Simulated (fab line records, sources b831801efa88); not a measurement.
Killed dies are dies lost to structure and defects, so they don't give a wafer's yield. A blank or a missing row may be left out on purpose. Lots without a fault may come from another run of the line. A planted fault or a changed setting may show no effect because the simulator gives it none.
Which tool did it? | flow gf180mcu | 11 lots, 33 wafers sampled, at 6 steps of a route of 602

WHAT THE GAUGES READ, wafer by wafer
GF_PSD_RS_MEAS_14: measures by four-point-probe. Usual: NSD_RS 46.15 ohm/sq, standard deviation 0.085.
lot  | measured     | on            | NSD_RS (ohm/sq)   | flag
L196 | day 14 03:47 | film_metro-04 | 46.22 45.92 46.16 |
L198 | day 15 00:16 | film_metro-04 | 46.07 46.08 46.11 |
L199 | day 15 06:40 | film_metro-04 | 46.02 46.13 46.19 |
L200 | day 15 15:11 | film_metro-02 | 46.11 46.14 46.21 |
L201 | day 15 20:57 | film_metro-03 | 46.84 46.72 46.68 | OFF
L202 | day 16 09:43 | film_metro-04 | 46.74 46.84 46.68 | OFF
L212 | day 19 19:32 | film_metro-02 | 46.06 46.34 46.11 |
L215 | day 21 05:41 | film_metro-03 | 46.20 46.17 46.22 |
L217 | day 21 16:46 | film_metro-03 | 46.24 46.20 46.21 |
L219 | day 22 10:44 | film_metro-03 | 46.01 46.03 46.00 |
L218 | day 22 11:02 | film_metro-02 | 46.25 46.18 46.33 |

GF_V2_OVL_MEAS_15. Usual: V2_OVL -1 nm, standard deviation 4.9.
lot  | measured     | on         | V2_OVL (nm) | flag
L196 | day 20 04:44 | overlay-02 | 6 5 8       |
L198 | day 21 02:16 | overlay-01 | 0 -1 -1     |
L199 | day 21 10:29 | overlay-02 | -3 -1 -5    |
L200 | day 21 17:43 | overlay-01 | -4 2 -1     |
L201 | day 22 11:34 | overlay-02 | 1 -2 -5     |
L202 | day 22 18:13 | overlay-02 | 2 -4 -5     |
L212 | day 25 19:20 | overlay-02 | -6 -1 2     |
L215 | day 27 02:47 | overlay-01 | -6 -6 0     |
L217 | day 27 11:20 | overlay-01 | 0 -2 0      |
L219 | day 28 02:04 | overlay-01 | -4 -3 -1    |
L218 | day 28 03:52 | overlay-01 | 8 1 4       |

GF_V2_RS_MEAS_24: measures by four-point-probe. Usual: V2_W_RS 0.329 ohm/sq, standard deviation 0.0032.
lot  | measured     | on            | V2_W_RS (ohm/sq)  | flag
L196 | day 20 05:42 | film_metro-02 | 0.332 0.331 0.330 |
L198 | day 21 03:19 | film_metro-01 | 0.328 0.328 0.332 |
L199 | day 21 11:26 | film_metro-04 | 0.329 0.330 0.334 |
L200 | day 21 18:44 | film_metro-02 | 0.333 0.325 0.330 |
L201 | day 22 12:38 | film_metro-04 | 0.325 0.323 0.328 |
L202 | day 22 19:20 | film_metro-01 | 0.330 0.334 0.333 |
L212 | day 25 20:16 | film_metro-02 | 0.334 0.330 0.332 |
L215 | day 27 04:08 | film_metro-04 | 0.332 0.331 0.331 |
L217 | day 27 12:16 | film_metro-01 | 0.325 0.328 0.331 |
L219 | day 28 02:58 | film_metro-01 | 0.331 0.330 0.330 |
L218 | day 28 04:53 | film_metro-04 | 0.329 0.328 0.328 |

WHICH TOOL RAN EACH LOT (tool, then ch and the chambers of the sampled wafers, then the start)
lot  | GF_NSD_IMPLANT_09               | GF_NSD_STRIP_11                      | GF_V2_CMP_04
L196 | implanter-01 ch 0, day 13 07:01 | plasma_asher-01 ch 0,1, day 13 07:17 | cmp-02 ch 1,2, day 19 04:01
L198 | implanter-03 ch 0, day 14 02:34 | plasma_asher-01 ch 0,1, day 14 02:50 | cmp-01 ch 0,1,2, day 20 01:55
L199 | implanter-02 ch 0, day 14 08:50 | plasma_asher-03 ch 0,1, day 14 09:05 | cmp-02 ch 1,2, day 20 10:05
L200 | implanter-02 ch 0, day 14 16:44 | plasma_asher-01 ch 0,1, day 14 17:02 | cmp-01 ch 0,1,3, day 20 17:41
L201 | implanter-02 ch 0, day 14 22:55 | plasma_asher-04 ch 0,1, day 14 23:13 | cmp-01 ch 1,2, day 21 12:13
L202 | implanter-02 ch 0, day 15 10:43 | plasma_asher-04 ch 0,1, day 15 10:59 | cmp-01 ch 1,2, day 21 18:50
L212 | implanter-01 ch 0, day 18 18:33 | plasma_asher-04 ch 0,1, day 18 18:50 | cmp-01 ch 1,2, day 24 21:52
L215 | implanter-02 ch 0, day 20 05:46 | plasma_asher-01 ch 0, day 20 06:04   | cmp-01 ch 0,2,3, day 26 05:42
L217 | implanter-02 ch 0, day 20 16:52 | plasma_asher-03 ch 0,1, day 20 17:09 | cmp-02 ch 0,3, day 26 14:20
L219 | implanter-02 ch 0, day 21 10:09 | plasma_asher-01 ch 0,1, day 21 10:27 | cmp-02 ch 0,2,3, day 27 05:41
L218 | implanter-03 ch 0, day 21 10:21 | plasma_asher-04 ch 0,1, day 21 10:39 | cmp-02 ch 1,2, day 27 07:32
- GF_NSD_IMPLANT_09
- GF_NSD_STRIP_11: strips in O2/N2.
- GF_V2_CMP_04: polishes SiO2.

WHAT THE TOOLS THEMSELVES READ (means of the sampled wafers that have a number; where no wafer has one, the mark that the record gives instead)
GF_NSD_IMPLANT_09. Usual: beam_on_s 18.1 s, standard deviation 1.2; dose_ions_cm2 4.001e+15, standard deviation 4.6e+12; end_station_pressure_torr 1.35e-05 Torr, standard deviation 9.6e-07.
lot  | tool         | beam_on_s (s) | dose_ions_cm2 | end_station_pressure_torr (Torr) | flag
L196 | implanter-01 | 19.6          | 3.997e+15     | 1.28e-05                         |
L198 | implanter-03 | 17.9          | 4.001e+15     | 1.36e-05                         |
L199 | implanter-02 | 16.8          | 4.007e+15     | 1.51e-05                         |
L200 | implanter-02 | 16.9          | 3.999e+15     | 1.39e-05                         |
L201 | implanter-02 | 17.0          | 4.001e+15     | 1.40e-05                         |
L202 | implanter-02 | 17.0          | 4.000e+15     | 1.47e-05                         |
L212 | implanter-01 | 19.8          | 4.002e+15     | 1.31e-05                         |
L215 | implanter-02 | 17.2          | 4.006e+15     | 1.40e-05                         |
L217 | implanter-02 | 16.8          | 4.003e+15     | 1.40e-05                         |
L219 | implanter-02 | 16.7          | 4.003e+15     | 1.44e-05                         |
L218 | implanter-03 | 17.6          | 4.003e+15     | 1.33e-05                         |

GF_NSD_STRIP_11. Usual: chamber_pressure_mTorr 1499.9 mTorr, standard deviation 1.3; drypump_motor_current_A 5.4 A, standard deviation 0.38; heater_power_w 341 W, standard deviation 22; oes_product_au 0.487 a.u., standard deviation 0.005; strip_time_to_endpoint_s 22.96 s, standard deviation 0.04.
lot  | tool            | chamber_pressure_mTorr (mTorr) | drypump_motor_current_A (A) | heater_power_w (W) | oes_product_au (a.u.) | strip_time_to_endpoint_s (s) | flag
L196 | plasma_asher-01 | 1499.8                         | 5.1                         | 344                | 0.487                 | 22.91                        |
L198 | plasma_asher-01 | 1499.6                         | 5.1                         | 340                | 0.486                 | 22.94                        |
L199 | plasma_asher-03 | 1499.6                         | 5.6                         | 305                | 0.490                 | 22.92                        |
L200 | plasma_asher-01 | 1499.3                         | 5.1                         | 341                | 0.491                 | 22.94                        |
L201 | plasma_asher-04 | 1499.8                         | 5.5                         | 346                | 0.495                 | 22.51                        | OFF
L202 | plasma_asher-04 | 1500.0                         | 5.6                         | 348                | 0.487                 | 22.52                        | OFF
L212 | plasma_asher-04 | 1499.3                         | 5.5                         | 341                | 0.488                 | 23.02                        |
L215 | plasma_asher-01 | 1499.8                         | 5.6                         | 352                | 0.490                 | 22.98                        |
L217 | plasma_asher-03 | 1500.5                         | 5.6                         | 307                | 0.487                 | 22.93                        |
L219 | plasma_asher-01 | 1498.0                         | 5.4                         | 341                | 0.489                 | 22.93                        |
L218 | plasma_asher-04 | 1500.1                         | 5.6                         | 346                | 0.487                 | 22.97                        |

GF_V2_CMP_04. Usual: edge_zone_pressure_frac 0.999, standard deviation 0.005; motor_current_A 12.5 A, standard deviation 1.1; time_to_endpoint_s 77 s, standard deviation 5.2.
lot  | tool   | edge_zone_pressure_frac | motor_current_A (A) | time_to_endpoint_s (s) | flag
L196 | cmp-02 | 0.993                   | 11.8                | 77                     |
L198 | cmp-01 | 1.004                   | 13.0                | 75                     |
L199 | cmp-02 | 1.001                   | 12.0                | 79                     |
L200 | cmp-01 | 1.004                   | 12.8                | 82                     |
L201 | cmp-01 | 1.000                   | 12.2                | 76                     |
L202 | cmp-01 | 1.002                   | 12.6                | 75                     |
L212 | cmp-01 | 1.001                   | 12.0                | 79                     |
L215 | cmp-01 | 0.998                   | 13.6                | 74                     |
L217 | cmp-02 | 1.000                   | 12.5                | 80                     |
L219 | cmp-02 | 1.000                   | 12.6                | 73                     |
L218 | cmp-02 | 0.996                   | 12.2                | 73                     |

THE ANSWER, worked out from the rows above alone
Rule: a lot is off if the mean of its wafers that have a number lies more than 3 standard deviations from the usual mean. A lot without any number at a reading at which 4 lots or more have one is off too. The other lots that the step has rows for count as sound. The gauges are gone through in route order, then the tools' own readings, and for those a lot's mean is taken as printed above. The first step at which some lot is off is used, and at that step the reading that is off furthest; a lot without a number counts as furthest.
Off: L201, L202, at GF_PSD_RS_MEAS_14 (NSD_RS).
A tool fits if, at a process step before that reading, it ran every lot that is off, and no sound lot after the first of them. The gauges at GF_PSD_RS_MEAS_14 aren't tried: what is off there is off at GF_NSD_STRIP_11 too, on other tools, and a gauge's error can't cause that. None of those tried fits.

WHAT THE SIMULATOR HAD PUT IN
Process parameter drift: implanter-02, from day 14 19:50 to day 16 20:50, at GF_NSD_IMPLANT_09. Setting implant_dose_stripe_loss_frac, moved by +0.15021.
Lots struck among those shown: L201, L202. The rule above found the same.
